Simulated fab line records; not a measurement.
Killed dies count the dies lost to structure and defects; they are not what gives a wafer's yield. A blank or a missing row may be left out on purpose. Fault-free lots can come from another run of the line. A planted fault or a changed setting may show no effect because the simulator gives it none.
The tool behind it: which one? -- flow sky130 -- 13 lots, 39 wafers sampled, at 4 steps of a route of 708

== WHAT THE GAUGES READ, wafer by wafer ==
SKY_VT_ADJUST_NCORE_OVL_MEAS_08.
lot,measured,on,VT_ADJUST_NCORE_OVL (nm)
L475,day 8 18:17,overlay-01,-0.4 1.2 1.3
L476,day 9 00:08,overlay-02,-2.7 -4.1 -2.6
L478,day 10 05:07,overlay-02,-0.8 -1.2 -1.8
L480,day 10 08:44,overlay-01,-1.6 -2.0 -1.7
L481,day 10 15:28,overlay-02,-2.2 -0.3 -2.4
L482,day 10 22:22,overlay-01,-2.9 -1.1 -0.3
L490,day 13 00:50,overlay-02,-1.3 0.2 0.0
L491,day 13 10:53,overlay-02,0.1 -0.5 -0.1
L492,day 13 15:03,overlay-02,-0.8 -1.0 -1.1
L494,day 14 09:38,overlay-01,-0.4 1.1 0.0
L493,day 14 10:34,overlay-01,0.5 0.1 -0.6
L495,day 15 04:44,overlay-01,0.5 1.5 3.2
L497,day 15 06:50,overlay-01,-0.2 0.0 0.3

SKY_SONOS_ONO_CD_MEAS_13: target cd 410 nm.
lot,measured,on,cd-nm (nm)
L475,day 12 16:53,cd-sem-02,408.5 409.7 409.5
L476,day 13 03:49,cd-sem-01,411.5 410.6 409.6
L478,day 14 11:28,cd-sem-02,411.5 413.0 413.6
L480,day 14 16:59,cd-sem-01,414.5 413.1 413.5
L481,day 14 21:47,cd-sem-02,412.0 412.2 412.6
L482,day 15 07:01,cd-sem-01,410.7 410.3 409.4
L490,day 17 18:00,cd-sem-01,410.1 407.5 408.8
L491,day 18 07:56,cd-sem-02,407.6 406.3 406.6
L492,day 18 13:34,cd-sem-02,410.1 409.3 409.0
L494,day 19 10:23,cd-sem-01,407.9 408.6 407.9
L493,day 19 12:22,cd-sem-01,407.7 405.9 406.9
L495,day 20 10:34,cd-sem-01,411.2 410.7 412.9
L497,day 20 15:22,cd-sem-01,413.5 413.5 414.9

SKY_LDD_P_OVL_MEAS_08.
lot,measured,on,LDD_P_OVL (nm)
L475,day 18 23:42,overlay-02,0.4 0.1 1.1
L476,day 19 12:11,overlay-01,0.3 0.7 1.1
L478,day 21 03:47,overlay-02,-1.0 -1.5 -1.3
L480,day 21 12:29,overlay-01,1.6 -2.1 0.6
L481,day 21 18:08,overlay-02,-0.1 0.3 -1.2
L482,day 21 22:22,overlay-02,1.0 0.4 0.8
L490,day 24 13:48,overlay-01,2.6 4.0 1.9
L491,day 25 04:11,overlay-02,0.3 0.8 1.5
L492,day 25 07:11,overlay-01,-0.3 -0.8 -1.6
L494,day 26 02:20,overlay-02,2.3 1.3 2.3
L493,day 26 08:47,overlay-02,-0.2 2.5 0.7
L495,day 27 01:28,overlay-02,-0.8 -1.0 -0.5
L497,day 27 07:59,overlay-01,1.2 1.6 2.7

== WHICH TOOL RAN EACH LOT (tool, then ch and the chambers of the sampled wafers, then the start) ==
lot,SKY_POLY_GATE_STRIP_18
L475,"plasma-asher-01 ch 0,1, day 16 08:47"
L476,"plasma-asher-03 ch 0,1, day 16 20:41"
L478,"plasma-asher-01 ch 0,1, day 18 10:01"
L480,"plasma-asher-01 ch 0,1, day 18 19:14"
L481,"plasma-asher-01 ch 0,1, day 18 23:56"
L482,"plasma-asher-01 ch 0,1, day 19 06:17"
L490,"plasma-asher-02 ch 0,1, day 21 22:46"
L491,"plasma-asher-01 ch 0,1, day 22 13:04"
L492,"plasma-asher-01 ch 0,1, day 22 17:31"
L494,"plasma-asher-02 ch 0,1, day 23 13:17"
L493,"plasma-asher-01 ch 0,1, day 23 17:44"
L495,"plasma-asher-01 ch 0,1, day 24 12:17"
L497,"plasma-asher-01 ch 0,1, day 24 18:56"
- SKY_POLY_GATE_STRIP_18: strips in O2/N2.

== WHAT THE TOOLS THEMSELVES READ (means of the sampled wafers that have a number; where no wafer has one, the mark that the record gives instead) ==
SKY_POLY_GATE_STRIP_18.
lot,tool,drypump-motor-current-A (A),n2-flow-sccm (sccm),oes-product-au (a.u.),strip-time-to-endpoint-s (s)
L475,plasma-asher-01,5.5,299.6,0.363,3.21
L476,plasma-asher-03,5.4,300.1,0.360,3.18
L478,plasma-asher-01,5.4,300.7,0.363,3.16
L480,plasma-asher-01,5.2,359.7,0.357,3.15
L481,plasma-asher-01,5.2,360.5,0.360,3.16
L482,plasma-asher-01,5.2,359.2,0.361,3.18
L490,plasma-asher-02,6.3,300.1,0.362,3.18
L491,plasma-asher-01,5.2,298.8,0.360,3.14
L492,plasma-asher-01,5.4,300.3,0.362,3.14
L494,plasma-asher-02,6.3,299.2,0.359,3.12
L493,plasma-asher-01,5.4,299.8,0.360,3.19
L495,plasma-asher-01,5.2,300.5,0.363,3.16
L497,plasma-asher-01,5.2,299.6,0.361,3.20

== THE ANSWER, worked out from the rows above alone ==
Rule: the usual values come from the lots themselves. The widest of any qualifying gaps counts: lots, ordered by their means at a reading, are off when they make up no more than a third of the lots, leave a main group of 4 or more, and stand apart from it by 3 or more times the standard deviation of that group's means. If all means in a main group match to the digits the tables above print for the reading, that group is not used. Also off: a lot with no number at a reading for which 4 or more lots have one. The other lots that the step has rows for count as sound. After the gauges, taken in route order, come the tools' own readings; for these a lot's mean is taken, as printed above. At the first step where some lot is off, the reading lying furthest off is the one used; lots without a number count as furthest.
Off: L480, L481, L482, at SKY_POLY_GATE_STRIP_18 (n2-flow-sccm). For the main group the mean is 299.9 sccm and the standard deviation 0.56.
If a tool, at that step or one of the process steps before it, ran each lot that is off and ran no sound lot following the first of them, it fits. None of those tried fits.

== WHAT THE SIMULATOR HAD INSERTED ==
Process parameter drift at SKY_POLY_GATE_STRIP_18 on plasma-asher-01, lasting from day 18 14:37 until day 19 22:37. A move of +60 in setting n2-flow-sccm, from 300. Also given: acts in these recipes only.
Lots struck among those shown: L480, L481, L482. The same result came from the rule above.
